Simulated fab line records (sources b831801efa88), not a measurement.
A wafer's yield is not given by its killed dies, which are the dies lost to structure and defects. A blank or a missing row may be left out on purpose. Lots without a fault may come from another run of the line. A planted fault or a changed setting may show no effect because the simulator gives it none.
fab line records ; flow sky130
record: lots: 6; wafers: 18; lastDay: 50
route steps=708 shown POLY_GATE@222 PAD_OPEN@708
lots with no fault: from the same line, run without faults
startH: hours from the record's opening day to when the first of the lot's shown wafers began ; waitH: hours from the lot's prior step to this one ; " repeats the value in the row above ; L1.1+2: several wafers, shown together as one row ; - no value present, or no start provided ; * or withheld: withheld ; < > ~ a bound
route shown NAME@n: names a module that has steps shown in the file, with the first one's number in the route ; usual: mean/standard deviation of fault-free wafers ; same: alike in all rows ; chamber/n: place in a boat ; sites: per-site readings ; _std_site: standard deviation across them ; _edge_site: outer sites' mean less inner sites' ; radiusMm: for every site, how far away it sits from the centre of the wafer ; mask NAME#n: copy n ; behind: tool/chamber where the wafer was last shaped ; hold: cause of the lot's hold/its duration in hours/its outcome ; device: which transistor (n, p or np) failed to switch ; end of line: the same wafers' tests at the end of the route ; a step without rows: its recipe alone ; killed: at the first sort, the dies lost to defects and structure; wafer yield is something else ; map: the dies of a wafer, with x for killed, . for not killed, _ for no die there
set.NAME: the run value of the setting; set.NAME@STEP: its run value at that earlier step ; model.NAME: the simulator's own value behind a step, which no gauge read
certain route steps with their lots: each step a table, each wafer a row
services: from which hour (startH, from the record's first day; less than 0 if before it) a tool's chamber was out of use, for how many hours, and why
== steps ==
step: SKY_POLY_GATE_COAT_08
recipe: resist: KrF-thick; spinRpm: 3000; resistThkNm: 450
step: SKY_POLY_GATE_SOFTBAKE_09
recipe: tempC: 100; timeS: 90; resist: KrF-thick
step: SKY_POLY_GATE_EXPOSE_10
recipe: maskId: P1M; na: 0.68; sourceShape: conventional; sigmaOuter: 0.6; targetCdNm: 150; doseMj: 28
step: SKY_POLY_GATE_PEB_11
recipe: pebTempC: withheld; pebTimeS: withheld; resist: KrF-thick
step: SKY_POLY_GATE_DEVELOP_12
recipe: developTimeS: 60; resist: KrF-thick; devTempC: 21
step: SKY_POLY_GATE_CD_MEAS_13
recipe: targetCdNm: 150
usual: cdNm: 149.7/1.3
lot.wafer;tool;chamber;startH;waitH;cdNm
L472.2;cdSem-02;-;381.02;-;151.3
L472.3;cdSem-02;-;381.02;-;151.1
L472.5;cdSem-02;-;381.02;-;150.2
L477.1;cdSem-01;-;430.45;-;150.3
L477.5;cdSem-01;-;430.45;-;149.2
L477.6;cdSem-01;-;430.45;-;149.0
L484.1;cdSem-01;-;490.89;-;151.0
L484.2;cdSem-01;-;490.89;-;151.9
L484.3;cdSem-01;-;490.89;-;149.7
L485.2;cdSem-01;-;499.01;-;149.1
L485.4;cdSem-01;-;499.01;-;147.8
L485.5;cdSem-01;-;499.01;-;148.5
L490.1;cdSem-01;-;538.74;-;150.5
L490.2;cdSem-01;-;538.74;-;150.7
L490.5;cdSem-01;-;538.74;-;149.0
L493.2;cdSem-01;-;575.41;-;149.2
L493.3;cdSem-01;-;575.41;-;149.9
L493.4;cdSem-01;-;575.41;-;150.7
step: SKY_POLY_GATE_OVL_MEAS_14
usual: POLY_GATE_OVL: 0/6.2
lot.wafer;tool;chamber;startH;waitH;POLY_GATE_OVL[nm]
L472.2;overlay-02;-;381.13;0.1;2
L472.3;overlay-02;-;381.13;0.1;-2
L472.5;overlay-02;-;381.13;0.1;-1
L477.1;overlay-02;-;430.58;0.1;6
L477.5;overlay-02;-;430.58;0.1;4
L477.6;overlay-02;-;430.58;0.1;-6
L484.1;overlay-02;-;491.01;0.1;-2
L484.2;overlay-02;-;491.01;0.1;4
L484.3;overlay-02;-;491.01;0.1;-2
L485.2;overlay-02;-;499.11;0.1;1
L485.4;overlay-02;-;499.11;0.1;-3
L485.5;overlay-02;-;499.11;0.1;-2
L490.1;overlay-01;-;538.86;0.1;-9
L490.2;overlay-01;-;538.86;0.1;-5
L490.5;overlay-01;-;538.86;0.1;0
L493.2;overlay-02;-;575.52;0.1;-2
L493.3;overlay-02;-;575.52;0.1;4
L493.4;overlay-02;-;575.52;0.1;4
step: SKY_POLY_GATE_ETCH_15
recipe: chemistry: N2/H2; target: BARC; ionEnergyEv: 200; sourceW: 500; biasW: 100; pressureMtorr: 30; n2FlowSccm: 100; h2FlowSccm: 200; stopOn: SiO2; timeS: 118.5; targetDepthA: 1100
usual: drypumpMotorCurrentA: 6.0/0.57; oesProductAu: 0.717/0.0042; throttleValvePct: 13.212/0.0093
lot.wafer;tool;chamber;startH;waitH;drypumpMotorCurrentA;oesProductAu;rfHoursCounterH;throttleValvePct
L472.2;rieDiel-03;0;381.16;0.0;5.7;0.710;86;13.212
L472.3;rieDiel-03;1;381.16;0.0;6.6;0.712;58;13.219
L472.5;rieDiel-03;0;381.16;0.0;5.7;0.717;-;13.202
L477.1;rieDiel-02;1;430.61;0.0;4.8;0.722;6;13.204
L477.5;rieDiel-02;2;430.61;0.0;5.4;0.711;-;13.222
L477.6;rieDiel-02;1;430.61;0.0;4.8;0.716;-;13.205
L484.1;rieDiel-03;1;491.04;0.0;6.7;0.720;61;13.207
L484.2;rieDiel-03;3;491.04;0.0;6.4;0.717;38;13.213
L484.3;rieDiel-03;2;491.04;0.0;5.7;0.717;44;13.214
L485.2;rieDiel-02;0;499.14;0.0;6.2;0.718;61;13.208
L485.4;rieDiel-02;3;499.14;0.0;6.7;0.717;77;13.222
L485.5;rieDiel-02;2;499.14;0.0;5.5;0.709;-;13.201
L490.1;rieDiel-03;0;538.90;0.0;5.7;0.708;0;13.230
L490.2;rieDiel-03;1;538.90;0.0;6.6;0.715;62;13.230
L490.5;rieDiel-03;2;538.90;0.0;5.7;0.718;-;13.202
L493.2;rieDiel-03;2;575.55;0.0;5.7;0.720;46;13.217
L493.3;rieDiel-03;0;575.55;0.0;5.8;0.716;1;13.232
L493.4;rieDiel-03;3;575.55;0.0;6.4;0.714;39;13.197
step: SKY_POLY_GATE_ETCH_16
recipe: stopOn: poly-Si; chemistry: CH3F/O2; target: Si3N4; sourceW: 400; biasW: 80; pressureMtorr: 25; ch3fFlowSccm: 40; O2_flow_sccm: 30; timeS: 147.5; targetDepthA: 750
usual: drypumpMotorCurrentA: 6.0/0.57; oesProductAu: 0.639/0.0052; throttleValvePct: 10.534/0.0092
lot.wafer;tool;chamber;startH;waitH;drypumpMotorCurrentA;oesProductAu;rfHoursCounterH;throttleValvePct
L472.2;rieDiel-03;0;381.24;0.0;5.7;0.640;86;10.527
L472.3;rieDiel-03;1;381.24;0.0;6.7;0.634;58;10.517
L472.5;rieDiel-03;0;381.24;0.0;5.7;0.640;-;10.528
L477.1;rieDiel-02;1;430.70;0.0;4.8;0.635;6;10.531
L477.5;rieDiel-02;2;430.70;0.0;5.5;0.640;-;10.547
L477.6;rieDiel-02;1;430.70;0.0;4.8;0.632;-;10.528
L484.1;rieDiel-03;1;491.13;0.0;6.7;0.635;61;10.518
L484.2;rieDiel-03;3;491.13;0.0;6.4;0.635;38;10.538
L484.3;rieDiel-03;2;491.13;0.0;5.7;0.633;44;10.534
L485.2;rieDiel-02;0;499.23;0.0;6.2;0.637;61;10.533
L485.4;rieDiel-02;3;499.23;0.0;6.6;0.646;77;10.537
L485.5;rieDiel-02;2;499.23;0.0;5.4;0.647;-;10.531
L490.1;rieDiel-03;0;538.98;0.0;5.7;0.645;0;10.542
L490.2;rieDiel-03;1;538.98;0.0;6.6;0.644;62;10.528
L490.5;rieDiel-03;2;538.98;0.0;5.7;0.636;-;10.530
L493.2;rieDiel-03;2;575.63;0.0;5.7;0.643;46;10.537
L493.3;rieDiel-03;0;575.63;0.0;5.7;0.639;1;10.536
L493.4;rieDiel-03;3;575.63;0.0;6.3;0.645;39;10.518
step: SKY_POLY_GATE_ETCH_17
recipe: targetDepthNm: 180; stopOn: SiO2; overEtchFrac: 0.56667; chemistry: HBr/Cl2; target: poly-Si; icpW: 400; biasW: 100; pressureMtorr: 10; HBr_flow_sccm: 150; Cl2_flow_sccm: 50; timeS: 70.5
usual: drypumpMotorCurrentA: 5.8/0.55; oesProductAu: 0.984/0.011; throttleValvePct: 33.685/0.009
lot.wafer;tool;chamber;startH;waitH;drypumpMotorCurrentA;oesProductAu;rfHoursCounterH;throttleValvePct
L472.2;rieSi-02;3;381.34;0.0;6.1;0.982;14;33.680
L472.3;rieSi-02;2;381.34;0.0;6.0;0.968;4;33.691
L472.5;rieSi-02;1;381.34;0.0;4.8;0.968;-;33.695
L477.1;rieSi-01;0;430.79;0.0;5.7;0.989;60;33.674
L477.5;rieSi-01;2;430.79;0.0;6.6;0.980;-;33.682
L477.6;rieSi-01;1;430.79;0.0;5.9;0.991;-;33.683
L484.1;rieSi-01;1;491.23;0.0;5.9;0.992;3;33.692
L484.2;rieSi-01;2;491.23;0.0;6.7;0.993;22;33.683
L484.3;rieSi-01;3;491.23;0.0;5.6;0.992;22;33.685
L485.2;rieSi-02;3;499.33;0.0;6.1;0.984;15;33.674
L485.4;rieSi-02;2;499.33;0.0;6.0;0.971;5;33.681
L485.5;rieSi-02;2;499.33;0.0;6.0;0.969;-;33.671
L490.1;rieSi-01;3;539.08;0.0;5.6;0.985;22;33.694
L490.2;rieSi-01;2;539.08;0.0;6.7;1.007;23;33.681
L490.5;rieSi-01;1;539.08;0.0;5.9;0.988;-;33.692
L493.2;rieSi-02;3;575.73;0.0;6.0;0.979;15;33.701
L493.3;rieSi-02;0;575.73;0.0;5.4;0.995;8;33.686
L493.4;rieSi-02;1;575.73;0.0;4.8;0.981;3;33.679
step: SKY_POLY_GATE_STRIP_18
recipe: chemistry: O2/N2; powerW: 1400; pressureMtorr: 1500; platenTempC: withheld; o2FlowSccm: 3000; n2FlowSccm: 300; overashFraction: 0.5
usual: drypumpMotorCurrentA: 6.03/0.28; oesProductAu: 0.362/0.0047; stripTimeToEndpointS: 3.18/0.056
same: overashFraction: 0.5
lot.wafer;tool;chamber;startH;waitH;drypumpMotorCurrentA;oesProductAu;rfHoursCounterH;stripTimeToEndpointS
L472.2;plasmaAsher-02;1;381.39;0.0;6.33;0.364;59;3.27
L472.3;plasmaAsher-02;1;381.39;0.0;6.34;0.366;-;3.23
L472.5;plasmaAsher-02;0;381.39;0.0;6.07;0.367;-;3.27
L477.1;plasmaAsher-02;1;430.85;0.0;6.36;0.364;64;3.20
L477.5;plasmaAsher-02;1;430.85;0.0;6.32;0.355;-;3.13
L477.6;plasmaAsher-02;0;430.85;0.0;6.03;0.361;-;3.27
L484.1;plasmaAsher-01;0;491.28;0.0;5.79;0.364;81;3.17
L484.2;plasmaAsher-01;1;491.28;0.0;5.48;0.357;81;3.16
L484.3;plasmaAsher-01;1;491.28;0.0;5.45;0.357;-;3.05
L485.2;plasmaAsher-01;0;499.38;0.0;5.84;0.362;81;3.10
L485.4;plasmaAsher-01;0;499.38;0.0;5.85;0.361;-;3.17
L485.5;plasmaAsher-01;0;499.38;0.0;5.86;0.362;-;3.16
L490.1;plasmaAsher-02;1;539.13;0.0;6.35;0.365;76;3.22
L490.2;plasmaAsher-02;0;539.13;0.0;6.06;0.363;76;3.12
L490.5;plasmaAsher-02;1;539.13;0.0;6.37;0.352;-;3.09
L493.2;plasmaAsher-04;1;575.78;0.0;6.09;0.359;15;3.12
L493.3;plasmaAsher-04;0;575.78;0.0;6.21;0.355;-;3.23
L493.4;plasmaAsher-04;1;575.78;0.0;6.10;0.365;-;3.25
step: SKY_POLY_GATE_CLEAN_19
recipe: chemistry: SC1/SC2; mix: 1:4:20; tempC: 70; timeS: 150; dry: n2Spin
step: SKY_POLY_GATE_OXIDATION_20
recipe: tempC: 850; ambient: O2; stabiliseS: 600; purgeS: 300; targetThkA: 40; oxTimeS: 899
usual: spikeTcBottomC: 867.8/1.3; spikeTcCentreC: 850.9/1; spikeTcLowerC: 850.7/1; spikeTcTopC: 865.2/1.5; spikeTcUpperC: 852.0/1; tubeCenterTempC: 850/0.07; tube_center_temp_C_max: 852.2/0.34; zonePowerBottomPct: 24.2/0.65; zonePowerCentrePct: 16.56/0.2; zonePowerUpperPct: 17.6/0.3
same: purgeS: 300
lot.wafer;tool;chamber;startH;waitH;spikeTcBottomC;spikeTcCentreC;spikeTcLowerC;spikeTcTopC;spikeTcUpperC;tubeCenterTempC;tube_center_temp_C_max;zonePowerBottomPct;zonePowerCentrePct;zonePowerUpperPct;model.SiO2_of_POLY_GATE_OXIDATION_20.thkNm
L472.2;furnace-01;0;382.57;1.0;868.1;849.6;850.3;865.5;850.0;850.08;852.9;24.8;16.19;17.8;3.994
L472.3;furnace-01;0;382.57;1.0;865.2;852.5;850.4;865.5;853.5;849.96;851.9;24.1;16.26;17.6;4.069
L472.5;furnace-01;0;382.57;1.0;867.0;851.0;849.4;867.2;852.2;850.12;852.3;24.4;16.32;17.6;4.106
L477.1;furnace-01;0;432.41;1.4;867.4;851.0;850.3;864.7;852.2;850.07;852.1;24.8;16.60;17.9;3.964
L477.5;furnace-01;0;432.41;1.4;867.8;851.2;849.7;864.4;853.2;849.97;852.1;24.7;16.35;17.7;3.983
L477.6;furnace-01;0;432.41;1.4;866.1;850.2;851.4;867.3;853.0;850.1;852.9;24.9;16.42;17.7;3.936
L484.1;furnace-01;0;491.44;0.0;901.3;886.5;886.0;900.2;886.6;884.7;886.5;26.4;18.03;18.9;6.102
L484.2;furnace-01;0;491.44;0.0;901.6;886.8;886.4;896.8;888.3;884.84;886.7;27.1;17.85;18.9;6.062
L484.3;furnace-01;0;491.44;0.0;901.3;885.7;886.0;901.2;888.9;884.71;887.3;26.4;17.87;18.9;6.065
L485.2;furnace-01;0;499.57;0.0;901.1;884.7;884.9;899.5;885.1;884.74;887.0;26.5;17.59;19.0;6.091
L485.4;furnace-01;0;499.57;0.0;902.1;885.6;887.8;899.7;887.3;884.82;886.6;27.3;17.95;19.3;6.059
L485.5;furnace-01;0;499.57;0.0;901.8;886.5;886.9;900.3;886.0;884.82;887.0;26.4;17.77;19.3;6.182
L490.1;furnace-02;0;539.29;0.0;869.4;851.3;850.2;862.7;850.7;850.17;852.4;22.9;16.65;17.2;3.934
L490.2;furnace-02;0;539.29;0.0;869.2;849.6;851.3;865.1;852.5;849.96;852.1;23.6;16.75;17.5;3.932
L490.5;furnace-02;0;539.29;0.0;869.9;850.7;849.3;863.7;852.6;850;852.1;23.2;16.63;17.5;3.954
L493.2;furnace-01;0;575.93;0.0;866.4;851.4;850.7;864.9;852.6;850;852.1;24.2;16.80;17.9;3.917
L493.3;furnace-01;0;575.93;0.0;866.3;851.9;851.8;866.2;854.8;850.03;851.8;24.7;16.39;17.5;3.873
L493.4;furnace-01;0;575.93;0.0;868.1;850.2;850.7;864.0;853.1;850.01;852.4;24.5;16.58;18.0;3.858
step: SKY_POLY_GATE_THK_MEAS_21
recipe: reads: SiO2_of_POLY_GATE_OXIDATION_20
usual: POLY_GATE_OXIDATION_THK: 4.02/0.076
lot.wafer;tool;chamber;startH;waitH;POLY_GATE_OXIDATION_THK[nm]
L472.2;filmMetro-01;-;383.83;0.0;3.98
L472.3;filmMetro-01;-;383.83;0.0;4.04
L472.5;filmMetro-01;-;383.83;0.0;4.11
L477.1;filmMetro-01;-;433.66;0.0;3.98
L477.5;filmMetro-01;-;433.66;0.0;3.96
L477.6;filmMetro-01;-;433.66;0.0;3.91
L484.1;filmMetro-03;-;492.69;0.0;6.14
L484.2;filmMetro-03;-;492.69;0.0;6.07
L484.3;filmMetro-03;-;492.69;0.0;6.11
L485.2;filmMetro-01;-;500.83;0.0;6.09
L485.4;filmMetro-01;-;500.83;0.0;6.03
L485.5;filmMetro-01;-;500.83;0.0;6.17
L490.1;filmMetro-03;-;540.54;0.0;3.90
L490.2;filmMetro-03;-;540.54;0.0;3.92
L490.5;filmMetro-03;-;540.54;0.0;3.94
L493.2;filmMetro-02;-;577.19;0.0;3.89
L493.3;filmMetro-02;-;577.19;0.0;3.88
L493.4;filmMetro-02;-;577.19;0.0;3.83
step: SKY_POLY_GATE_CD_MEAS_22
usual: cdNm: 150.9/2.9
lot.wafer;tool;chamber;startH;waitH;cdNm
L472.2;cdSem-02;-;383.91;0.1;154.0
L472.3;cdSem-02;-;383.91;0.1;155.2
L472.5;cdSem-02;-;383.91;0.1;148.5
L477.1;cdSem-01;-;433.72;0.1;148.6
L477.5;cdSem-01;-;433.72;0.1;153.5
L477.6;cdSem-01;-;433.72;0.1;152.4
L484.1;cdSem-01;-;492.75;0.1;154.8
L484.2;cdSem-01;-;492.75;0.1;156.6
L484.3;cdSem-01;-;492.75;0.1;152.1
L485.2;cdSem-01;-;500.91;0.1;150.0
L485.4;cdSem-01;-;500.91;0.1;151.1
L485.5;cdSem-01;-;500.91;0.1;149.6
L490.1;cdSem-01;-;540.60;0.1;152.8
L490.2;cdSem-01;-;540.60;0.1;154.9
L490.5;cdSem-01;-;540.60;0.1;152.3
L493.2;cdSem-02;-;577.27;0.1;151.6
L493.3;cdSem-02;-;577.27;0.1;154.0
L493.4;cdSem-02;-;577.27;0.1;150.5
step: SKY_PAD_OPEN_PROBE_99
usual: killed_at_M0_to_M3: 43/6.8; killed_at_M4_up: 3.3/2.1; killedAtContacts: 24/5; killedAtFrontEnd: 15/4.4; killedAtOther: 0.3/0.57; killedDies: 86/9.7; killedOnRim: 17/3.6; killedOpen: 47/7.3; killedShort: 39/6.1
same: grossDies: 492; killedAtBackSide: 0
lot.wafer;tool;chamber;startH;waitH;killed_at_M0_to_M3;killed_at_M4_up;killedAtContacts;killedAtFrontEnd;killedAtOther;killedDies;killedOnRim;killedOpen;killedShort;model.etest.tipSonos.rsOhmSq;model.etest.tipP.rsOhmSq;model.etest.pfet_01v8.rOnOhmUm;model.etest.resPdiff.lineOhmUm;model.etest.tipN.rsOhmSq;model.etest.resNdiff.lineOhmUm;model.etest.resPdiff.rsOhmSq;model.etest.resPdiffHv.rsOhmSq
L472.2;prober-01;-;1082.95;0.1;40;2;32;21;0;95;16;49;45;2667;6982;3068;1333;436.2;727.7;199.1;191.6
L472.3;prober-01;-;1083.00;0.2;37;4;23;17;2;83;18;48;32;2738;7002;3087;1390;438.2;761.1;200.2;192.8
L472.5;prober-01;-;1083.10;0.2;46;2;27;8;0;83;17;47;36;2729;7011;2989;1394;434.9;745.8;200;191.3
L477.1;prober-02;-;1120.82;0.1;40;1;26;11;0;78;19;43;35;2645;6850;2774;1330;438;782;195.3;187.5
L477.5;prober-02;-;1121.02;0.2;39;3;19;16;0;77;17;33;44;2666;6792;2814;1360;436.9;786.8;193.5;188.9
L477.6;prober-02;-;1121.07;0.2;49;3;23;18;1;94;25;59;34;2650;6866;2849;1356;439.2;794.9;196.2;187.6
L484.1;prober-01;-;1154.75;0.1;44;2;30;13;0;89;18;48;41;3075;7295;3144;1433;487.4;789;205.7;198.4
L484.2;prober-01;-;1154.80;0.1;29;4;12;16;1;62;7;33;29;3080;7239;3233;1468;485;789.2;207.2;198.2
L484.3;prober-01;-;1154.85;0.2;44;6;29;14;0;93;13;47;45;3071;7255;3014;1429;484.6;783.9;203.8;196.1
L485.2;prober-02;-;1157.37;0.1;46;3;29;20;0;98;14;51;45;3116;7452;3051;1428;474.7;780.9;205.5;196.7
L485.4;prober-02;-;1157.47;0.2;38;5;34;16;0;93;15;55;37;3169;7444;3113;1419;475.2;785.5;208.1;197.8
L485.5;prober-02;-;1157.52;0.2;39;1;29;13;0;82;12;46;36;3112;7457;3124;1411;481.3;782.3;208;197.5
L490.1;prober-02;-;1185.24;0.1;56;4;24;18;0;102;24;49;53;2669;6959;3012;1404;446.9;799.3;197.7;191
L490.2;prober-02;-;1185.29;0.1;47;3;24;9;0;83;17;46;37;2633;6952;3071;1408;441.8;791.1;199.6;191.9
L490.5;prober-02;-;1185.44;0.2;44;3;44;16;0;107;10;55;48;2656;6937;2990;1415;446.2;780.7;197.8;191.9
L493.2;prober-02;-;1204.08;0.1;47;3;26;17;0;93;17;46;47;2690;6941;2972;1352;441.1;767.4;196.6;190.3
L493.3;prober-02;-;1204.13;0.2;43;0;27;10;0;80;16;36;44;2674;6960;2984;1351;436;769.2;196.9;191.1
L493.4;prober-02;-;1204.18;0.2;40;1;31;19;0;91;22;50;41;2688;6918;2881;1345;439.7;768.2;195.1;190.7
killed by level:class
L472.2 CONTACT:geometricParticle:open=11 LI_CONTACT:geometricParticle:open=11 VIA1:geometricParticle:short=8 FIELD_ISO:geometricParticle:open=6 VIA3:geometricParticle:open=6 VIA1:geometricParticle:open=6 METAL2:geometricParticle:short=6 FIELD_ISO:geometricParticle:short=5
L472.3 VIA1:geometricParticle:open=10 LI_CONTACT:geometricParticle:open=9 CONTACT:geometricParticle:open=9 VIA1:geometricParticle:short=7 FIELD_ISO:geometricParticle:open=5 VIA2:geometricParticle:open=5 METAL1:geometricParticle:short=4 FIELD_ISO:geometricParticle:short=3
L472.5 VIA1:geometricParticle:open=13 CONTACT:geometricParticle:open=11 VIA3:geometricParticle:open=6 VIA1:geometricParticle:short=5 VIA2:geometricParticle:open=5 POLY_GATE:geometricParticle:open=4 LI_CONTACT:geometricParticle:short=4 LI_CONTACT:geometricParticle:open=4
L477.1 CONTACT:geometricParticle:open=10 VIA1:geometricParticle:open=10 LI_CONTACT:geometricParticle:open=7 METAL2:geometricParticle:short=6 VIA1:geometricParticle:short=5 CONTACT:geometricParticle:short=4 METAL1:geometricParticle:short=4 VIA2:geometricParticle:open=4
L477.5 CONTACT:geometricParticle:open=8 POLY_GATE:geometricParticle:short=6 VIA1:geometricParticle:short=6 VIA1:geometricParticle:open=6 VIA2:geometricParticle:short=6 METAL2:geometricParticle:short=5 METAL3:geometricParticle:short=5 VIA3:geometricParticle:open=5
L477.6 VIA3:geometricParticle:open=11 VIA1:geometricParticle:open=10 CONTACT:geometricParticle:open=9 VIA2:geometricParticle:open=8 POLY_GATE:geometricParticle:open=6 CONTACT:geometricParticle:short=5 VIA1:geometricParticle:short=5 LI_CONTACT:geometricParticle:open=4
L484.1 CONTACT:geometricParticle:open=9 VIA2:geometricParticle:open=8 VIA3:geometricParticle:open=7 VIA1:geometricParticle:open=6 LI_CONTACT:geometricParticle:open=6 LOCAL_INTERCONNECT:geometricParticle:short=6 CONTACT:geometricParticle:short=6 METAL1:geometricParticle:short=5
L484.2 VIA1:geometricParticle:open=8 CONTACT:geometricParticle:open=6 FIELD_ISO:geometricParticle:short=5 VIA2:geometricParticle:open=4 METAL2:geometricParticle:short=4 SPACER:geometricParticle:short=3 LI_CONTACT:geometricParticle:open=3 METAL4:geometricParticle:open=3
L484.3 VIA2:geometricParticle:open=12 CONTACT:geometricParticle:open=9 POLY_GATE:geometricParticle:short=8 CONTACT:geometricParticle:short=7 VIA1:geometricParticle:open=6 LI_CONTACT:geometricParticle:open=5 VIA1:geometricParticle:short=5 METAL2:geometricParticle:short=5
L485.2 CONTACT:geometricParticle:open=11 VIA1:geometricParticle:short=10 VIA1:geometricParticle:open=8 LI_CONTACT:geometricParticle:open=8 VIA2:geometricParticle:open=7 FIELD_ISO:geometricParticle:open=6 CONTACT:geometricParticle:short=5 FIELD_ISO:geometricParticle:short=4
L485.4 LI_CONTACT:geometricParticle:open=11 VIA1:geometricParticle:open=11 CONTACT:geometricParticle:open=10 VIA1:geometricParticle:short=6 VIA3:geometricParticle:open=6 POLY_GATE:geometricParticle:open=5 METAL2:geometricParticle:short=5 VIA2:geometricParticle:open=5
L485.5 VIA1:geometricParticle:open=12 CONTACT:geometricParticle:short=8 LI_CONTACT:geometricParticle:open=6 CONTACT:geometricParticle:open=6 VIA1:geometricParticle:short=6 FIELD_ISO:geometricParticle:short=4 LOCAL_INTERCONNECT:geometricParticle:open=4 VIA2:geometricParticle:open=4
L490.1 VIA1:geometricParticle:open=11 LI_CONTACT:geometricParticle:open=9 VIA1:geometricParticle:short=9 POLY_GATE:geometricParticle:short=7 CONTACT:geometricParticle:open=7 METAL1:geometricParticle:short=7 METAL2:geometricParticle:short=6 POLY_GATE:geometricParticle:open=6
L490.2 CONTACT:geometricParticle:open=14 VIA1:geometricParticle:open=10 METAL1:geometricParticle:short=7 VIA2:geometricParticle:open=7 VIA1:geometricParticle:short=5 CONTACT:geometricParticle:short=4 POLY_GATE:geometricParticle:short=3 LI_CONTACT:geometricParticle:open=3
L490.5 CONTACT:geometricParticle:open=14 VIA1:geometricParticle:open=12 LI_CONTACT:geometricParticle:open=10 LOCAL_INTERCONNECT:geometricParticle:short=8 CONTACT:geometricParticle:short=8 VIA2:geometricParticle:open=6 POLY_GATE:geometricParticle:short=5 VIA1:geometricParticle:short=5
L493.2 CONTACT:geometricParticle:open=8 LI_CONTACT:geometricParticle:open=7 CONTACT:geometricParticle:short=7 VIA1:geometricParticle:open=7 VIA2:geometricParticle:open=7 VIA3:geometricParticle:open=7 POLY_GATE:geometricParticle:short=5 VIA3:geometricParticle:short=5
L493.3 VIA1:geometricParticle:short=9 CONTACT:geometricParticle:short=7 CONTACT:geometricParticle:open=7 LOCAL_INTERCONNECT:geometricParticle:short=6 VIA1:geometricParticle:open=6 VIA2:geometricParticle:open=6 FIELD_ISO:geometricParticle:open=5 LI_CONTACT:geometricParticle:open=5
L493.4 LI_CONTACT:geometricParticle:open=14 VIA2:geometricParticle:short=9 VIA1:geometricParticle:open=8 FIELD_ISO:geometricParticle:open=7 CONTACT:geometricParticle:open=6 CONTACT:geometricParticle:short=5 VIA3:geometricParticle:open=5 METAL2:geometricParticle:short=4
== services ==
tool;chamber;startH;hours;kind
rieDiel-03;2;358.03;1.4;repair
rieDiel-03;2;359.73;1.6;repair
furnace-01;-;367.70;3.7;pm
rieDiel-03;2;378.83;6.4;repair
plasmaAsher-04;-;421.25;9.0;pm
furnace-02;-;465.83;3.2;pm
plasmaAsher-04;-;471.61;11.1;repair
plasmaAsher-01;-;473.88;1.2;repair
plasmaAsher-01;-;491.65;4.8;repair
furnace-01;-;501.24;3.8;pm
furnace-02;-;505.72;3.4;pm
rieSi-01;1;510.44;3.1;repair
furnace-02;-;512.32;3.8;pm
rieDiel-03;0;517.67;-;clean
rieDiel-03;0;517.67;21.2;scheduledDown
rieDiel-03;0;517.67;21.2;ventCycle
plasmaAsher-01;-;527.63;2.8;pm
furnace-01;-;534.43;4.1;pm
rieSi-01;0;545.92;1.9;repair
rieDiel-02;3;547.82;14.2;repair
rieDiel-03;2;551.29;3.4;repair
plasmaAsher-04;-;564.10;0.8;repair
rieDiel-02;3;566.45;-;clean
rieDiel-02;-;573.53;15.6;pm
== key ==
firstSign: step: SKY_POLY_GATE_OXIDATION_20; reading: tubeCenterTempC; direction: up; sigmas: 99+; usual: *; struck: *
effect: step: SKY_POLY_GATE_OXIDATION_20; reading: tube_center_temp_C_max; direction: up; sigmas: 99+; usual: *; struck: *
effect: step: SKY_POLY_GATE_THK_MEAS_21; reading: POLY_GATE_OXIDATION_THK; direction: up; sigmas: 27; usual: 4.02; struck: 6.10
modelEffect: step: SKY_POLY_GATE_OXIDATION_20; value: SiO2_of_POLY_GATE_OXIDATION_20.thkNm; without: 3.994; struck: 6.093
modelEffect: step: SKY_PAD_OPEN_PROBE_99; value: etest.tipSonos.rsOhmSq; without: 2700; struck: 3104
metAt SKY_POLY_GATE_OXIDATION_20
struckWafers L484.1,L484.2,L484.3,L485.2,L485.4,L485.5
testerLeftOut L484,L485
onsetBetween 432.41 491.44
fault: kind: processParameterDrift; tool: furnace-01; chamber: -; onsetH: 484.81; steps: SKY_POLY_GATE_OXIDATION_20; channel: tempC; offset: *; shape: step; endH: 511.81; actsIn: *; stated: *
testerLeftOut: of these lots the tester's yield and bins aren't shown, on N5 and GAA mostly nor the transistor test; their killed dies are dies lost to structure and defects alone, not to doping, threshold or leakage, so they don't give the yield
